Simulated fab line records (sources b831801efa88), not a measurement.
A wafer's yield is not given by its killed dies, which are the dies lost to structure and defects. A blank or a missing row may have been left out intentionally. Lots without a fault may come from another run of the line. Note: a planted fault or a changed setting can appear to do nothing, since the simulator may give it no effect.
fab line records	flow sky130
record: lots: 7	wafers: 21	last_day: 50
route steps=708 shown SD_N@350 SD_P@359 RES_XHIGH@360 SALICIDE@361 LI_CONTACT@362 PAD_OPEN@708
lots that met no fault: taken from a fault-free run of the same line
start_h: the number of hours between the record's first day and the start of the first shown wafer of the lot	wait_h: hours from the lot's prior step to this one	" the same as in the row above	L1.1+2: a row that stands for several wafers	- no value, or no start given	* or withheld: withheld	< > ~ a bound
route shown NAME@n: a module of which the file shows steps, and the number in the route of the first	usual: the fault-free wafers' mean and standard deviation	same: alike in all rows	chamber/n: place in a boat	sites: readings site by site	_std_site: standard deviation of those values	_edge_site: mean of outer sites minus mean of inner sites	radius_mm: how far each site lies from the wafer's centre	mask NAME#n: copy n	behind: tool/chamber where the wafer was last shaped	hold: why the lot was held/for how many hours/how that ended	device: which transistor (n, p or np) failed to switch	end of line: the same wafers' tests at the end of the route	for a step that has no rows: nothing shown but its recipe	killed: at the first sort, the dies lost to defects and structure; wafer yield is something else	map: shows each die of a wafer: x if killed, . if not, _ if none is there
set.NAME: the setting the step ran with; set.NAME@STEP: the setting that earlier step ran with	model.NAME: the simulator's own value behind a step, which no gauge read
lots at selected steps of the route; one table per step, one row per wafer
services: the hour from which a tool's chamber was out of use, counted from the record's first day as start_h (under 0 if before that day), plus the number of hours and why
== steps ==
step: SKY_SD_N_OVL_MEAS_08
usual: SD_N_OVL: -0.2/1.5
lot.wafer	tool	chamber	start_h	wait_h	SD_N_OVL[nm]
L326.1	overlay-01	-	680.06	0.1	0.8
L326.3	"	-	"	"	-0.1
L326.6	"	-	"	"	2.3
L330.2	overlay-02	-	696.95	0.1	-2.0
L330.3	"	-	"	"	-2.3
L330.4	"	-	"	"	-1.6
L338.1	overlay-02	-	749.37	0.1	0.7
L338.4	"	-	"	"	0.2
L338.5	"	-	"	"	2.1
L337.1	overlay-02	-	750.95	0.1	1.8
L337.4	"	-	"	"	-0.3
L337.5	"	-	"	"	-1.6
L339.4	overlay-01	-	770.00	0.1	-0.3
L339.5	"	-	"	"	-0.4
L339.6	"	-	"	"	0.7
L345.2	overlay-02	-	808.94	0.1	-1.7
L345.3	"	-	"	"	-0.1
L345.6	"	-	"	"	-0.2
L347.1	overlay-02	-	823.05	0.1	-1.5
L347.3	"	-	"	"	-1.0
L347.6	"	-	"	"	-1.7
step: SKY_SD_N_IMPLANT_09
recipe: species: As	energy_kev: 50	dose_cm2: 4e+15	tilt_deg: 0
step: SKY_SD_N_IMPLANT_10
recipe: species: P	energy_kev: 20	dose_cm2: 1e+14	tilt_deg: 0
step: SKY_SD_N_STRIP_11
recipe: chemistry: O2/N2	power_w: 1400	pressure_mtorr: 1500	platen_temp_c: withheld	o2_flow_sccm: 2876	n2_flow_sccm: 300	overash_fraction: 0.5
usual: drypump_motor_current_A: 5.5/0.55	n2_flow_sccm: 299.8/0.93	oes_product_au: 0.526/0.0046	strip_time_to_endpoint_s: 22.61/0.046
lot.wafer	tool	chamber	start_h	wait_h	drypump_motor_current_A	n2_flow_sccm	oes_product_au	rf_hours_counter_h	strip_time_to_endpoint_s
L326.1	plasma_asher-02	1	680.39	0.1	4.8	299.3	0.537	84	22.68
L326.3	"	0	"	"	5.4	300.3	0.522	-	22.67
L326.6	"	1	"	"	4.8	298.8	0.523	-	22.69
L330.2	plasma_asher-03	0	697.28	0.1	6.2	300.4	0.520	59	22.63
L330.3	"	0	"	"	6.2	301.4	0.531	-	22.61
L330.4	"	1	"	"	5.4	299.9	0.526	-	22.60
L338.1	plasma_asher-01	0	749.71	0.1	6.3	298.9	0.523	1	22.67
L338.4	"	1	"	"	6.1	298.3	0.535	-	22.64
L338.5	"	0	"	"	6.3	298.3	0.526	-	22.64
L337.1	plasma_asher-03	0	751.29	0.1	6.2	298.7	0.517	65	22.63
L337.4	"	1	"	"	5.3	300.0	0.536	-	22.67
L337.5	"	1	"	"	5.3	298.0	0.520	-	22.60
L339.4	plasma_asher-02	0	770.36	0.1	5.5	300.2	0.521	-	22.57
L339.5	"	1	"	"	4.7	299.3	0.518	-	22.59
L339.6	"	0	"	"	5.5	298.8	0.522	-	22.54
L345.2	plasma_asher-02	0	809.27	0.1	5.4	301.0	0.523	98	22.70
L345.3	"	0	"	"	5.5	299.9	0.521	-	22.71
L345.6	"	0	"	"	5.4	299.9	0.525	-	22.70
L347.1	plasma_asher-01	0	823.38	0.1	6.3	299.4	0.527	3	22.63
L347.3	"	0	"	"	6.3	300.0	0.528	-	22.62
L347.6	"	0	"	"	6.3	300.2	0.523	-	22.63
step: SKY_SD_N_TW_MEAS_12
usual: SD_N_TW: 4025/26
lot.wafer	tool	chamber	start_h	wait_h	SD_N_TW
L326.1	film_metro-02	-	680.49	0.1	3999
L326.3	"	-	"	"	3983
L326.6	"	-	"	"	3987
L330.2	film_metro-03	-	697.39	0.1	4042
L330.3	"	-	"	"	4034
L330.4	"	-	"	"	4042
L338.1	film_metro-02	-	749.81	0.1	4012
L338.4	"	-	"	"	4009
L338.5	"	-	"	"	4004
L337.1	film_metro-02	-	751.39	0.1	4012
L337.4	"	-	"	"	3984
L337.5	"	-	"	"	4000
L339.4	film_metro-04	-	770.45	0.1	4045
L339.5	"	-	"	"	4046
L339.6	"	-	"	"	4059
L345.2	film_metro-03	-	809.38	0.1	3989
L345.3	"	-	"	"	4001
L345.6	"	-	"	"	3991
L347.1	film_metro-04	-	823.48	0.1	4038
L347.3	"	-	"	"	4051
L347.6	"	-	"	"	4053
step: SKY_SD_N_CLEAN_13
recipe: chemistry: SC1/SC2	mix: 1:4:20	temp_c: 70	time_s: 150	dry: n2_spin
step: SKY_SD_N_RTA_14
recipe: temp_c: 1075	time_s: 2	idle_temp_c: 650	ramp_up_c_per_s: 150	ramp_down_c_per_s: 90	ambient: N2
usual: chamber_o2_ppm: 2.003/0.021	lamp_power_pct: 15.73/0.058	wafer_temp_C_max: 1078.0/1.4
lot.wafer	tool	chamber	start_h	wait_h	chamber_o2_ppm	lamp_power_pct	wafer_temp_C_max
L326.1	rtp_anneal-01	0	680.60	0.0	2.020	15.64	1078.3
L326.3	"	0	"	"	1.977	15.64	1077.7
L326.6	"	0	"	"	1.994	15.71	1078.1
L330.2	rtp_anneal-02	0	697.51	0.0	2.006	15.79	1080.3
L330.3	"	0	"	"	1.970	15.74	1077.4
L330.4	"	0	"	"	2.010	15.69	1078.9
L338.1	rtp_anneal-02	0	749.92	0.0	1.992	15.73	1081.2
L338.4	"	0	"	"	1.996	15.72	1078.7
L338.5	"	0	"	"	2.014	15.70	1077.9
L337.1	rtp_anneal-01	0	751.50	0.0	2.021	15.82	1079.4
L337.4	"	0	"	"	2.034	15.80	1077.4
L337.5	"	0	"	"	2.022	15.80	1078.4
L339.4	rtp_anneal-02	0	770.56	0.0	1.986	15.66	1077.4
L339.5	"	0	"	"	1.979	15.76	1079.0
L339.6	"	0	"	"	1.988	15.76	1083.0
L345.2	rtp_anneal-02	0	809.50	0.0	2.005	15.65	1075.2
L345.3	"	0	"	"	2.029	15.73	1076.5
L345.6	"	0	"	"	2.023	15.64	1076.8
L347.1	rtp_anneal-02	0	823.59	0.0	1.964	15.68	1077.3
L347.3	"	0	"	"	2.022	15.68	1074.8
L347.6	"	0	"	"	1.978	15.84	1076.8
step: SKY_SD_N_RS_MEAS_16
recipe: thk_meas_gauge: four-point-probe
usual: SD_N_RS: 68.49/0.12
lot.wafer	tool	chamber	start_h	wait_h	SD_N_RS[ohm/sq]
L326.1	film_metro-04	-	680.77	0.1	68.53
L326.3	"	-	"	"	68.36
L326.6	"	-	"	"	68.46
L330.2	film_metro-04	-	697.69	0.1	68.41
L330.3	"	-	"	"	68.31
L330.4	"	-	"	"	68.51
L338.1	film_metro-03	-	750.09	0.1	68.58
L338.4	"	-	"	"	68.43
L338.5	"	-	"	"	68.43
L337.1	film_metro-03	-	751.67	0.1	68.60
L337.4	"	-	"	"	68.71
L337.5	"	-	"	"	68.70
L339.4	film_metro-03	-	770.77	0.1	68.52
L339.5	"	-	"	"	68.58
L339.6	"	-	"	"	68.64
L345.2	film_metro-02	-	809.68	0.1	68.23
L345.3	"	-	"	"	68.55
L345.6	"	-	"	"	68.61
L347.1	film_metro-02	-	823.77	0.1	68.40
L347.3	"	-	"	"	68.34
L347.6	"	-	"	"	68.46
step: SKY_SD_N_RS_MEAS_17
recipe: thk_meas_gauge: four-point-probe
usual: SD_P_RS: 146.8/0.37
lot.wafer	tool	chamber	start_h	wait_h	SD_P_RS[ohm/sq]
L326.1	film_metro-04	-	680.89	0.1	146.6
L326.3	"	-	"	"	146.5
L326.6	"	-	"	"	146.5
L330.2	film_metro-04	-	697.81	0.1	146.7
L330.3	"	-	"	"	146.3
L330.4	"	-	"	"	146.9
L338.1	film_metro-03	-	750.21	0.1	146.6
L338.4	"	-	"	"	146.9
L338.5	"	-	"	"	146.8
L337.1	film_metro-03	-	751.79	0.1	146.6
L337.4	"	-	"	"	147.4
L337.5	"	-	"	"	147.0
L339.4	film_metro-03	-	770.89	0.1	146.6
L339.5	"	-	"	"	146.6
L339.6	"	-	"	"	147.2
L345.2	film_metro-02	-	809.80	0.1	146.5
L345.3	"	-	"	"	147.0
L345.6	"	-	"	"	147.0
L347.1	film_metro-02	-	823.89	0.1	146.6
L347.3	"	-	"	"	146.4
L347.6	"	-	"	"	146.3
step: SKY_SD_N_RS_MEAS_18
recipe: thk_meas_gauge: four-point-probe
usual: RES_XHIGH_RS: 333.1/1.1
lot.wafer	tool	chamber	start_h	wait_h	RES_XHIGH_RS[ohm/sq]
L326.1	film_metro-04	-	681.01	0.1	332.9
L326.3	"	-	"	"	333.8
L326.6	"	-	"	"	331.9
L330.2	film_metro-04	-	697.93	0.1	333.2
L330.3	"	-	"	"	333.5
L330.4	"	-	"	"	332.7
L338.1	film_metro-03	-	750.33	0.1	333.4
L338.4	"	-	"	"	333.7
L338.5	"	-	"	"	333.0
L337.1	film_metro-03	-	751.91	0.1	331.3
L337.4	"	-	"	"	330.8
L337.5	"	-	"	"	331.4
L339.4	film_metro-03	-	771.01	0.1	334.6
L339.5	"	-	"	"	334.8
L339.6	"	-	"	"	335.1
L345.2	film_metro-02	-	809.92	0.1	332.6
L345.3	"	-	"	"	333.8
L345.6	"	-	"	"	331.8
L347.1	film_metro-02	-	824.01	0.1	333.0
L347.3	"	-	"	"	333.2
L347.6	"	-	"	"	333.2
step: SKY_SALICIDE_CLEAN_00
recipe: chemistry: HF-last	time_s: 30	dilution: 100:1	dry: ipa_marangoni
step: SKY_LI_CONTACT_HDPCVD_00
recipe: material: PSG	target_thk_nm: 930	sigma_open_frac: 0.3	time_s: 155	temp_c: 600	sih4_flow_sccm: 60	pressure_mtorr: 6
lot.wafer	tool	chamber	start_h	wait_h
L326.1+3+6	hdpcvd-02	1,2,2	681.15	0.0
L330.2+3+4	hdpcvd-01	2,2,1	698.05	0.0
L338.1+4+5	hdpcvd-02	1,2,0	750.47	0.0
L337.1+4+5	hdpcvd-02	0,2,1	752.05	0.0
L339.4+5+6	hdpcvd-02	0,2,1	771.13	0.1
L345.2+3+6	hdpcvd-01	0,1,1	810.04	0.0
L347.1+3+6	hdpcvd-01	0,1,1	824.14	0.0
step: SKY_LI_CONTACT_THK_MEAS_01
recipe: reads: PSG_of_LI_CONTACT_HDPCVD_00
usual: LI_CONTACT_HDPCVD_THK: 924/11
lot.wafer	tool	chamber	start_h	wait_h	LI_CONTACT_HDPCVD_THK[nm]
L326.1	film_metro-03	-	681.25	0.1	929
L326.3	"	-	"	"	920
L326.6	"	-	"	"	910
L330.2	film_metro-04	-	698.21	0.1	930
L330.3	"	-	"	"	935
L330.4	"	-	"	"	944
L338.1	film_metro-02	-	750.57	0.1	759
L338.4	"	-	"	"	770
L338.5	"	-	"	"	747
L337.1	film_metro-04	-	752.15	0.1	748
L337.4	"	-	"	"	769
L337.5	"	-	"	"	771
L339.4	film_metro-02	-	771.21	0.0	762
L339.5	"	-	"	"	771
L339.6	"	-	"	"	770
L345.2	film_metro-03	-	810.15	0.1	909
L345.3	"	-	"	"	933
L345.6	"	-	"	"	915
L347.1	film_metro-04	-	824.25	0.1	913
L347.3	"	-	"	"	924
L347.6	"	-	"	"	921
step: SKY_LI_CONTACT_CMP_02
recipe: material: PSG	down_force_psi: 4	platen_rpm: 60	pad_velocity_m_s: 0.94248
usual: motor_current_A: 12.3/0.83	slurry_flow_ml_min: 150.0/0.45	time_to_endpoint_s: 31.6/2.2
lot.wafer	tool	chamber	start_h	wait_h	motor_current_A	slurry_flow_ml_min	time_to_endpoint_s
L326.1	cmp-01	2	681.31	0.1	12.0	149.5	32.8
L326.3	"	3	"	"	11.8	150.2	31.8
L326.6	"	2	"	"	12.1	150.0	31.0
L330.2	cmp-02	3	698.26	0.0	13.9	150.0	30.7
L330.4	"	0	"	"	11.5	150.2	29.5
L330.3	"	2	"	"	14.3	149.3	32.1
L338.4	cmp-02	0	750.63	0.0	11.1	149.8	30.3
L338.1	"	1	"	"	11.2	149.7	31.6
L338.5	"	1	"	"	12.6	149.9	30.6
L337.1	cmp-01	2	752.26	0.1	12.6	149.9	30.0
L337.4	"	3	"	"	12.6	150.1	35.7
L337.5	"	1	"	"	11.8	150.6	32.1
L339.4	cmp-01	3	771.39	0.2	11.8	149.3	32.1
L339.5	"	0	"	"	11.9	149.2	31.8
L339.6	"	1	"	"	11.7	149.3	29.5
L345.3	cmp-02	2	810.20	0.0	13.4	149.5	30.4
L345.2	"	3	"	"	13.2	150.1	29.9
L345.6	"	3	"	"	13.1	149.7	30.4
L347.3	cmp-02	3	824.36	0.1	13.6	150.2	32.6
L347.1	"	0	"	"	11.7	150.4	33.2
L347.6	"	3	"	"	14.1	150.0	35.7
step: SKY_LI_CONTACT_BOW_MEAS_03
recipe: mode: bow
usual: LI_CONTACT_BOW: 55/7.1
lot.wafer	tool	chamber	start_h	wait_h	LI_CONTACT_BOW[um]
L326.1	film_metro-04	-	681.61	0.2	67
L326.3	"	-	"	"	57
L326.6	"	-	"	"	48
L330.2	film_metro-02	-	698.58	0.3	37
L330.3	"	-	"	"	58
L330.4	"	-	"	"	58
L338.1	film_metro-04	-	750.93	0.2	50
L338.4	"	-	"	"	58
L338.5	"	-	"	"	55
L337.1	film_metro-04	-	752.51	0.2	49
L337.4	"	-	"	"	49
L337.5	"	-	"	"	36
L339.4	film_metro-03	-	771.60	0.2	74
L339.5	"	-	"	"	46
L339.6	"	-	"	"	50
L345.2	film_metro-02	-	810.52	0.2	60
L345.3	"	-	"	"	64
L345.6	"	-	"	"	73
L347.1	film_metro-02	-	824.61	0.1	45
L347.3	"	-	"	"	44
L347.6	"	-	"	"	51
step: SKY_LI_CONTACT_DEHYDRATE_04
recipe: temp_c: 200	time_s: 60
step: SKY_LI_CONTACT_HMDS_05
recipe: prime_time_s: 60	prime_temp_c: 120
step: SKY_LI_CONTACT_COAT_06
recipe: resist: BARC	temp_c: withheld	time_s: withheld	spin_rpm: 3000	resist_thk_nm: 60
step: SKY_LI_CONTACT_COAT_07
recipe: resist: KrF-thick	spin_rpm: 3000	resist_thk_nm: 450
step: SKY_LI_CONTACT_SOFTBAKE_08
recipe: temp_c: 100	time_s: 90	resist: KrF-thick
step: SKY_LI_CONTACT_EXPOSE_09
recipe: mask_id: LICM1	na: 0.8	source_shape: annular	sigma_inner: 0.55	sigma_outer: 0.85	target_cd_nm: 170	dose_mj: 38
step: SKY_LI_CONTACT_PEB_10
recipe: peb_temp_c: withheld	peb_time_s: withheld	resist: KrF-thick
step: SKY_LI_CONTACT_DEVELOP_11
recipe: develop_time_s: 60	resist: KrF-thick	dev_temp_c: 21
step: SKY_LI_CONTACT_CD_MEAS_12
recipe: target_cd_nm: 170
usual: cd_nm: 170.5/1.6
lot.wafer	tool	chamber	start_h	wait_h	cd_nm
L326.1	cd_sem-01	-	709.08	-	169.3
L326.3	"	-	"	"	171.6
L326.6	"	-	"	"	169.8
L330.2	cd_sem-01	-	727.50	-	170.6
L330.3	"	-	"	"	170.8
L330.4	"	-	"	"	170.9
L338.1	cd_sem-02	-	777.88	-	169.4
L338.4	"	-	"	"	168.0
L338.5	"	-	"	"	168.7
L337.1	cd_sem-01	-	778.83	-	169.0
L337.4	"	-	"	"	169.8
L337.5	"	-	"	"	168.8
L339.4	cd_sem-02	-	797.84	-	170.3
L339.5	"	-	"	"	169.1
L339.6	"	-	"	"	170.6
L345.2	cd_sem-02	-	836.24	-	173.8
L345.3	"	-	"	"	172.0
L345.6	"	-	"	"	173.9
L347.1	cd_sem-01	-	851.23	-	169.6
L347.3	"	-	"	"	172.1
L347.6	"	-	"	"	169.8
step: SKY_LI_CONTACT_OVL_MEAS_13
usual: LI_CONTACT_OVL: 1/4.9
lot.wafer	tool	chamber	start_h	wait_h	LI_CONTACT_OVL[nm]
L326.1	overlay-02	-	709.20	0.1	0
L326.3	"	-	"	"	2
L326.6	"	-	"	"	0
L330.2	overlay-02	-	727.60	0.1	2
L330.3	"	-	"	"	8
L330.4	"	-	"	"	4
L338.1	overlay-02	-	778.00	0.1	8
L338.4	"	-	"	"	7
L338.5	"	-	"	"	5
L337.1	overlay-01	-	778.95	0.1	6
L337.4	"	-	"	"	5
L337.5	"	-	"	"	7
L339.4	overlay-02	-	797.91	0.1	-1
L339.5	"	-	"	"	5
L339.6	"	-	"	"	-3
L345.2	overlay-02	-	836.34	0.1	4
L345.3	"	-	"	"	2
L345.6	"	-	"	"	-5
L347.1	overlay-02	-	851.35	0.1	-4
L347.3	"	-	"	"	0
L347.6	"	-	"	"	5
step: SKY_LI_CONTACT_ETCH_14
recipe: chemistry: N2/H2	target: BARC	ion_energy_ev: 200	source_w: 500	bias_w: 100	pressure_mtorr: 30	n2_flow_sccm: 100	h2_flow_sccm: 200	stop_on: SiO2	time_s: 45.9	target_depth_a: 600
usual: drypump_motor_current_A: 5.9/0.43	n2_flow_sccm: 100.0/0.3	oes_product_au: 0.855/0.0045	throttle_valve_pct: 13.225/0.0087
lot.wafer	tool	chamber	start_h	wait_h	drypump_motor_current_A	n2_flow_sccm	oes_product_au	rf_hours_counter_h	throttle_valve_pct
L326.1	rie_diel-02	1	709.24	0.0	6.5	100.2	0.861	1	13.220
L326.3	"	3	"	"	5.2	100.2	0.857	3	13.227
L326.6	"	3	"	"	5.2	99.9	0.860	-	13.223
L330.2	rie_diel-03	3	727.63	0.0	6.5	99.4	0.856	25	13.229
L330.3	"	0	"	"	5.2	99.7	0.851	1	13.232
L330.4	"	2	"	"	5.8	100.0	0.861	20	13.223
L338.1	rie_diel-03	1	778.04	0.0	6.3	99.9	0.859	13	13.232
L338.4	"	0	"	"	5.2	99.7	0.855	-	13.234
L338.5	"	1	"	"	6.3	100.1	0.850	-	13.215
L337.1	rie_diel-03	0	778.99	0.0	5.3	99.8	0.858	3	13.227
L337.4	"	1	"	"	6.3	100.2	0.854	-	13.230
L337.5	"	3	"	"	6.5	100.3	0.859	-	13.222
L339.4	rie_diel-04	3	797.93	0.0	6.0	99.5	0.864	9	13.224
L339.5	"	0	"	"	5.9	99.9	0.859	-	13.234
L339.6	"	3	"	"	6.0	99.6	0.857	-	13.245
L345.2	rie_diel-03	2	836.37	0.0	5.8	99.8	0.848	24	13.217
L345.3	"	0	"	"	5.3	100.0	0.855	4	13.215
L345.6	"	0	"	"	5.3	99.8	0.853	-	13.219
L347.1	rie_diel-03	2	851.38	0.0	5.8	99.9	0.848	24	13.227
L347.3	"	1	"	"	6.3	100.3	0.852	16	13.221
L347.6	"	0	"	"	5.3	100.2	0.855	-	13.230
step: SKY_LI_CONTACT_ETCH_15
recipe: target: PSG	chemistry: C4F8/O2/Ar	stop_on: Si	taper_deg: 4.15	mask_material: KrF-thick	source_w: 1500	bias_w: 1200	pressure_mtorr: 40	c4f8_flow_sccm: withheld	O2_flow_sccm: 6	Ar_flow_sccm: 300	time_s: withheld	target_depth_a: 6000
usual: oes_product_au: 0.837/0.0046
lot.wafer	tool	chamber	start_h	wait_h	oes_product_au
L326.1	rie_diel-02	1	709.28	0.0	0.842
L326.3	"	3	"	"	0.837
L326.6	"	3	"	"	0.837
L330.2	rie_diel-03	3	727.67	0.0	0.842
L330.3	"	0	"	"	0.836
L330.4	"	2	"	"	0.845
L338.1	rie_diel-03	1	778.08	0.0	0.703
L338.4	"	0	"	"	0.720
L338.5	"	1	"	"	0.709
L337.1	rie_diel-03	0	779.03	0.0	0.713
L337.4	"	1	"	"	0.708
L337.5	"	3	"	"	0.700
L339.4	rie_diel-04	3	797.97	0.0	0.711
L339.5	"	0	"	"	0.703
L339.6	"	3	"	"	0.711
L345.2	rie_diel-03	2	836.41	0.0	0.846
L345.3	"	0	"	"	0.838
L345.6	"	0	"	"	0.837
L347.1	rie_diel-03	2	851.43	0.0	0.836
L347.3	"	1	"	"	0.834
L347.6	"	0	"	"	0.828
step: SKY_LI_CONTACT_STRIP_16
recipe: chemistry: O2/N2	power_w: 1400	pressure_mtorr: 1500	platen_temp_c: withheld	o2_flow_sccm: 3000	n2_flow_sccm: 300	overash_fraction: 0.5
usual: drypump_motor_current_A: 5.5/0.44	n2_flow_sccm: 300.3/0.79	oes_product_au: 0.376/0.0045	strip_time_to_endpoint_s: 3.490/0.025
lot.wafer	tool	chamber	start_h	wait_h	drypump_motor_current_A	n2_flow_sccm	oes_product_au	rf_hours_counter_h	strip_time_to_endpoint_s
L326.1	plasma_asher-04	1	709.36	-	5.8	299.8	0.374	28	3.508
L326.3	"	0	"	"	5.4	299.9	0.377	-	3.519
L326.6	"	1	"	"	5.8	300.7	0.375	-	3.518
L330.2	plasma_asher-02	1	727.76	-	4.7	299.7	0.374	88	3.515
L330.3	"	1	"	"	4.8	300.1	0.369	-	3.503
L330.4	"	0	"	"	5.5	300.4	0.378	-	3.492
L338.1	plasma_asher-03	0	778.16	-	6.2	300.8	0.377	67	3.451
L338.4	"	0	"	"	6.2	301.2	0.377	-	3.485
L338.5	"	0	"	"	6.2	301.1	0.368	-	3.435
L337.1	plasma_asher-02	1	779.11	-	4.8	301.0	0.382	94	3.534
L337.4	"	1	"	"	4.7	300.2	0.373	-	3.478
L337.5	"	0	"	"	5.5	298.8	0.370	-	3.505
L339.4	plasma_asher-03	0	798.09	-	6.2	300.9	0.384	-	3.532
L339.5	"	0	"	"	6.2	298.6	0.373	-	3.500
L339.6	"	1	"	"	5.3	299.4	0.375	-	3.549
L345.2	plasma_asher-04	0	836.50	-	5.4	301.0	0.376	42	3.515
L345.3	"	1	"	"	5.8	300.1	0.377	-	3.518
L345.6	"	0	"	"	5.4	300.8	0.374	-	3.507
L347.1	plasma_asher-04	1	851.51	-	5.8	300.1	0.376	44	3.493
L347.3	"	1	"	"	5.8	301.0	0.374	-	3.451
L347.6	"	1	"	"	5.8	300.2	0.369	-	3.483
step: SKY_PAD_OPEN_PROBE_99
usual: killed_at_M0_to_M3: 42/7.2	killed_at_M4_up: 3.2/1.8	killed_at_contacts: 24/5.4	killed_at_front_end: 15/4	killed_at_other: 0.3/0.59	killed_dies: 84/9	killed_open: 46/7.1	killed_short: 38/6
same: gross_dies: 492	killed_at_back_side: 0
lot.wafer	tool	chamber	start_h	wait_h	killed_at_M0_to_M3	killed_at_M4_up	killed_at_contacts	killed_at_front_end	killed_at_other	killed_dies	killed_open	killed_short
L326.1	prober-01	-	1109.30	0.1	34	5	23	12	0	74	36	38
L326.3	prober-01	-	1109.40	0.2	26	4	21	8	0	59	30	29
L326.6	prober-01	-	1109.55	0.2	35	5	20	17	0	77	37	40
L339.4	prober-01	-	1168.99	0.2	46	4	34	13	0	97	46	39
L339.5	prober-01	-	1169.04	0.2	40	2	41	16	1	100	42	43
L339.6	prober-01	-	1169.09	0.2	44	4	33	22	0	103	39	53
L345.2	prober-01	-	1185.77	0.1	50	1	18	15	0	84	46	38
L345.3	prober-01	-	1185.82	0.2	42	1	25	19	2	89	54	35
L345.6	prober-01	-	1185.97	0.2	43	4	20	19	0	86	46	40
L347.1	prober-01	-	1197.27	0.1	44	5	17	17	0	83	44	39
L347.3	prober-01	-	1197.37	0.2	42	2	38	18	0	100	49	50
L347.6	prober-01	-	1197.52	0.2	43	3	33	15	0	94	52	42
killed by level:class
L326.1 LOCAL_INTERCONNECT:geometric_particle:short=9 CONTACT:geometric_particle:open=8 VIA1:geometric_particle:short=7 VIA1:geometric_particle:open=7 FIELD_ISO:geometric_particle:short=5 VIA2:geometric_particle:open=5 VIA3:geometric_particle:open=4 FIELD_ISO:geometric_particle:open=3
L326.3 CONTACT:geometric_particle:open=8 LOCAL_INTERCONNECT:geometric_particle:short=5 VIA1:geometric_particle:short=5 LI_CONTACT:geometric_particle:open=4 CONTACT:geometric_particle:short=4 VIA1:geometric_particle:open=4 METAL1:geometric_particle:short=3 VIA2:geometric_particle:open=3
L326.6 CONTACT:geometric_particle:open=6 LI_CONTACT:geometric_particle:open=5 LOCAL_INTERCONNECT:geometric_particle:short=5 METAL1:geometric_particle:short=5 VIA1:geometric_particle:open=5 VIA1:geometric_particle:short=5 POLY_GATE:geometric_particle:short=4 VIA3:geometric_particle:open=4
L339.4 LI_CONTACT:area_hdpcvd=12 VIA1:geometric_particle:open=10 CONTACT:geometric_particle:open=9 VIA2:geometric_particle:open=7 METAL2:geometric_particle:short=6 METAL1:geometric_particle:short=5 VIA1:geometric_particle:short=5 FIELD_ISO:geometric_particle:open=4
L339.5 LI_CONTACT:area_hdpcvd=15 VIA1:geometric_particle:open=11 CONTACT:geometric_particle:open=9 LOCAL_INTERCONNECT:geometric_particle:short=7 METAL3:geometric_particle:short=6 FIELD_ISO:geometric_particle:open=5 METAL1:geometric_particle:short=5 CONTACT:geometric_particle:short=5
L339.6 METAL1:geometric_particle:short=13 LI_CONTACT:area_hdpcvd=11 VIA1:geometric_particle:open=9 FIELD_ISO:geometric_particle:short=7 CONTACT:geometric_particle:open=7 LOCAL_INTERCONNECT:geometric_particle:short=6 VIA1:geometric_particle:short=6 POLY_GATE:geometric_particle:short=5
L345.2 VIA1:geometric_particle:open=17 VIA1:geometric_particle:short=9 VIA2:geometric_particle:open=8 LI_CONTACT:geometric_particle:open=7 FIELD_ISO:geometric_particle:short=4 POLY_GATE:geometric_particle:short=4 CONTACT:geometric_particle:open=4 VIA2:geometric_particle:short=4
L345.3 CONTACT:geometric_particle:open=13 VIA1:geometric_particle:open=11 POLY_GATE:geometric_particle:open=7 LI_CONTACT:geometric_particle:open=6 VIA3:geometric_particle:open=6 METAL2:geometric_particle:short=5 METAL1:geometric_particle:short=4 POLY_GATE:geometric_particle:short=3
L345.6 VIA1:geometric_particle:open=9 VIA3:geometric_particle:open=7 CONTACT:geometric_particle:open=6 FIELD_ISO:geometric_particle:open=5 POLY_GATE:geometric_particle:short=5 LOCAL_INTERCONNECT:geometric_particle:short=5 VIA1:geometric_particle:short=5 VIA2:geometric_particle:open=5
L347.1 VIA1:geometric_particle:open=10 VIA3:geometric_particle:open=9 METAL2:geometric_particle:short=7 FIELD_ISO:geometric_particle:open=6 CONTACT:geometric_particle:short=6 FIELD_ISO:geometric_particle:short=5 VIA2:geometric_particle:open=5 LI_CONTACT:geometric_particle:open=5
L347.3 CONTACT:geometric_particle:open=15 VIA1:geometric_particle:open=9 VIA1:geometric_particle:short=7 LI_CONTACT:geometric_particle:short=7 LI_CONTACT:geometric_particle:open=7 METAL2:geometric_particle:short=6 LOCAL_INTERCONNECT:geometric_particle:short=6 VIA2:geometric_particle:open=6
L347.6 LI_CONTACT:geometric_particle:open=10 CONTACT:geometric_particle:open=9 METAL2:geometric_particle:short=8 FIELD_ISO:geometric_particle:open=6 LOCAL_INTERCONNECT:geometric_particle:short=6 VIA1:geometric_particle:open=6 VIA3:geometric_particle:open=6 VIA2:geometric_particle:open=5
== services ==
tool	chamber	start_h	hours	kind
rie_diel-02	3	659.28	6.3	repair
cmp-01	-	666.82	0.7	repair
rie_diel-04	-	669.53	1.6	repair
cmp-02	-	669.59	0.2	repair
plasma_asher-01	-	671.20	1.5	repair
plasma_asher-03	-	671.43	0.4	repair
rie_diel-03	0	684.41	11.8	repair
hdpcvd-01	0	689.83	10.7	repair
cmp-02	-	707.06	2.0	repair
hdpcvd-01	-	715.99	2.8	pm
plasma_asher-02	-	717.55	2.3	repair
cmp-02	-	729.94	3.3	repair
cmp-02	-	744.00	4.0	pm
cmp-01	-	753.50	1.7	repair
rie_diel-03	3	755.81	12.8	repair
rie_diel-03	0	756.05	4.8	repair
rie_diel-03	2	772.57	9.7	repair
rie_diel-03	3	782.22	5.8	repair
cmp-02	-	782.34	1.4	repair
cmp-01	-	783.59	2.2	repair
cmp-01	-	785.07	1.1	repair
rie_diel-03	0	802.44	6.3	repair
rie_diel-03	-	807.39	2.8	pm
hdpcvd-02	-	826.31	1.4	repair
== key ==
first_sign: step: SKY_LI_CONTACT_THK_MEAS_01	reading: LI_CONTACT_HDPCVD_THK	direction: down	sigmas: 14	usual: 924	struck: 763
effect: step: SKY_LI_CONTACT_ETCH_15	reading: oes_product_au	direction: down	sigmas: 28	usual: 0.837	struck: 0.709
effect: step: SKY_PAD_OPEN_PROBE_99	reading: killed_at_contacts	direction: up	sigmas: 2.2	usual: 24	struck: 36
met_at SKY_LI_CONTACT_HDPCVD_00
struck_wafers L337.1,L337.4,L337.5,L338.1,L338.4,L338.5,L339.4,L339.5,L339.6
rows_end L337.1,L337.4,L337.5,L338.1,L338.4,L338.5
tester_left_out L339
onset_between 681.15 750.47
fault: kind: site_profile_drift	tool: hdpcvd-02	chamber: -	onset_h: 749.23	steps: SKY_LI_CONTACT_HDPCVD_00	basis: fraction	max_abs_drift: 0.39188	slope_share_per_hr: 87.084	site_pattern: 0,0,0,0,0,-1,-1,-1,-1
tester_left_out: of these lots the tester's yield and bins aren't shown, on N5 and GAA mostly nor the transistor test; their killed dies are dies lost to structure and defects alone, not to doping, threshold or leakage, so they don't give the yield
rows_end: these wafers met a further fault down the route, and their rows from its step on are left out
